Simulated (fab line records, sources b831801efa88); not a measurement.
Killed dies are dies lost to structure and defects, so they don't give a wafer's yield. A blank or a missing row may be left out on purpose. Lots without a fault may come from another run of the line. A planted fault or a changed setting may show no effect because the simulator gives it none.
Which tool did it? | flow gf180mcu | 14 lots, 42 wafers sampled, at 4 steps of a route of 602

WHAT THE GAUGES READ, wafer by wafer
GF_STI_CD_MEAS_12: target cd 220 nm.
lot  | measured    | on        | cd_nm (nm)
L345 | day 2 05:52 | cd_sem-02 | 220.4 219.9 220.3
L347 | day 2 16:44 | cd_sem-01 | 220.0 219.6 221.6
L349 | day 3 02:55 | cd_sem-02 | 219.8 218.2 219.3
L350 | day 3 08:10 | cd_sem-02 | 220.8 220.2 221.6
L351 | day 3 12:50 | cd_sem-02 | 221.0 221.4 220.1
L355 | day 4 11:34 | cd_sem-01 | 219.2 219.6 219.7
L356 | day 4 14:56 | cd_sem-01 | 221.6 220.6 219.0
L358 | day 5 04:47 | cd_sem-01 | 223.8 220.7 220.6
L360 | day 5 14:01 | cd_sem-01 | 218.8 218.0 218.7
L361 | day 5 17:07 | cd_sem-01 | 219.7 222.2 219.4
L362 | day 5 22:08 | cd_sem-02 | 221.4 221.1 220.3
L365 | day 6 12:49 | cd_sem-02 | 219.2 220.4 220.4
L366 | day 6 19:52 | cd_sem-02 | 220.5 219.8 220.5
L367 | day 7 00:17 | cd_sem-02 | 218.6 219.5 219.5

GF_STI_THK_MEAS_22.
lot  | measured    | on            | STI_OXIDATION_01_THK (nm)
L345 | day 2 07:42 | film_metro-04 | 15.0 15.2 15.2
L347 | day 2 19:19 | film_metro-04 | 15.2 15.4 15.4
L349 | day 3 06:11 | film_metro-02 | 14.4 14.2 14.3
L350 | day 3 10:00 | film_metro-02 | 14.6 14.9 14.6
L351 | day 3 15:00 | film_metro-03 | 15.4 15.3 15.1
L355 | day 4 13:25 | film_metro-02 | 15.3 15.5 15.6
L356 | day 4 17:22 | film_metro-03 | 14.9 14.8 14.8
L358 | day 5 06:38 | film_metro-03 | 14.5 14.4 14.6
L360 | day 5 16:39 | film_metro-02 | 14.6 14.8 14.7
L361 | day 5 20:16 | film_metro-03 | 15.0 15.2 15.2
L362 | day 6 00:01 | film_metro-03 | 15.0 15.2 15.2
L365 | day 6 14:42 | film_metro-03 | 15.0 15.2 15.1
L366 | day 7 01:29 | film_metro-03 | 15.0 14.9 14.9
L367 | day 7 07:01 | film_metro-03 | 15.3 15.5 15.6

WHICH TOOL RAN EACH LOT (tool, then ch and the chambers of the sampled wafers, then the start)
lot  | GF_STI_PEB_10                    | GF_STI_ETCH_14
L345 | litho_track-04 ch 0, day 2 05:31 | rie_si-01 ch 1,2, day 2 06:02
L347 | litho_track-02 ch 0, day 2 16:23 | rie_si-01 ch 0,2,3, day 2 16:56
L349 | litho_track-04 ch 0, day 3 02:34 | rie_si-02 ch 0,2, day 3 03:05
L350 | litho_track-02 ch 0, day 3 07:49 | rie_si-02 ch 0,1,2, day 3 08:20
L351 | litho_track-04 ch 0, day 3 12:29 | rie_si-01 ch 0,1,2, day 3 13:02
L355 | litho_track-01 ch 0, day 4 11:13 | rie_si-02 ch 0,2,3, day 4 11:46
L356 | litho_track-04 ch 0, day 4 14:36 | rie_si-02 ch 0,2,3, day 4 15:05
L358 | litho_track-04 ch 0, day 5 04:27 | rie_si-02 ch 1,2, day 5 04:56
L360 | litho_track-02 ch 0, day 5 13:40 | rie_si-01 ch 0,1, day 5 14:11
L361 | litho_track-01 ch 0, day 5 16:47 | rie_si-01 ch 1,2, day 5 17:16
L362 | litho_track-02 ch 0, day 5 21:47 | rie_si-01 ch 1,2, day 5 22:20
L365 | litho_track-02 ch 0, day 6 12:28 | rie_si-02 ch 1,3, day 6 12:59
L366 | litho_track-01 ch 0, day 6 19:31 | rie_si-02 ch 1,3, day 6 20:04
L367 | litho_track-02 ch 0, day 6 23:56 | rie_si-01 ch 0,2, day 7 00:29
- GF_STI_PEB_10: peb time 90 s.
- GF_STI_ETCH_14: etches Si in HBr/Cl2/O2, target depth 360 nm, time 102.9 s.

WHAT THE TOOLS THEMSELVES READ (means of the sampled wafers that have a number; where no wafer has one, the mark that the record gives instead)
GF_STI_PEB_10.
lot  | tool           | heater_power_total_W (W)
L345 | litho_track-04 | 85.78
L347 | litho_track-02 | 85.76
L349 | litho_track-04 | 85.66
L350 | litho_track-02 | 85.73
L351 | litho_track-04 | 85.65
L355 | litho_track-01 | 85.66
L356 | litho_track-04 | 86.70
L358 | litho_track-04 | 86.17
L360 | litho_track-02 | 85.65
L361 | litho_track-01 | 85.70
L362 | litho_track-02 | 85.74
L365 | litho_track-02 | 85.74
L366 | litho_track-01 | 85.75
L367 | litho_track-02 | 85.73

GF_STI_ETCH_14.
lot  | tool      | drypump_motor_current_A (A) | oes_product_au (a.u.) | throttle_valve_pct (%)
L345 | rie_si-01 | 6.2                         | 0.993                 | 25.658
L347 | rie_si-01 | 5.4                         | 1.007                 | 25.655
L349 | rie_si-02 | 5.5                         | 0.991                 | 25.659
L350 | rie_si-02 | 5.9                         | 0.995                 | 25.663
L351 | rie_si-01 | 5.8                         | 1.008                 | 25.651
L355 | rie_si-02 | 5.8                         | 1.001                 | 25.657
L356 | rie_si-02 | 5.9                         | 0.996                 | 25.665
L358 | rie_si-02 | 6.3                         | 0.995                 | 25.658
L360 | rie_si-01 | 5.6                         | 1.003                 | 25.652
L361 | rie_si-01 | 5.9                         | 1.005                 | 25.662
L362 | rie_si-01 | 6.2                         | 0.996                 | 25.660
L365 | rie_si-02 | 6.4                         | 0.987                 | 25.664
L366 | rie_si-02 | 6.5                         | 0.994                 | 25.660
L367 | rie_si-01 | 5.4                         | 0.998                 | 25.663

THE ANSWER, worked out from the rows above alone
Rule: what is usual is taken from the lots themselves. Put in order of their means at a reading, lots are off if they are a third of the lots or fewer, leave a main group of 4 or more, and stand apart from it by a gap of 3 or more times the standard deviation of the main group's means; of several such gaps the widest counts. A main group whose means are all the same, to the digits that the tables above print for the reading, isn't used. A lot without any number at a reading at which 4 lots or more have one is off too. The other lots that the step has rows for count as sound. The gauges are gone through in route order, then the tools' own readings, and for those a lot's mean is taken as printed above. The first step at which some lot is off is used, and at that step the reading that is off furthest; a lot without a number counts as furthest.
Off: L356, L358, at GF_STI_PEB_10 (heater_power_total_W). The main group: mean 85.71 W, standard deviation 0.045.
A tool fits if, at that step or a process step before it, it ran every lot that is off, and no sound lot after the first of them. One fits: litho_track-04 at GF_STI_PEB_10. Its last sound lot is L351 (day 3 12:29), its first lot that is off L356 (day 4 14:36): a fault that began between those two fits.
The tool's own readings at GF_STI_PEB_10 bear it out: on the lots that are off they differ by more than 5 times the standard deviation of the sound lots' means. heater_power_total_W reads 86.44 W there against 85.71 W on the sound lots.

WHAT THE SIMULATOR HAD PUT IN
Process parameter drift: litho_track-04, from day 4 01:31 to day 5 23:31, at GF_STI_PEB_10. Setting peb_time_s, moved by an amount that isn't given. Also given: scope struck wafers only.
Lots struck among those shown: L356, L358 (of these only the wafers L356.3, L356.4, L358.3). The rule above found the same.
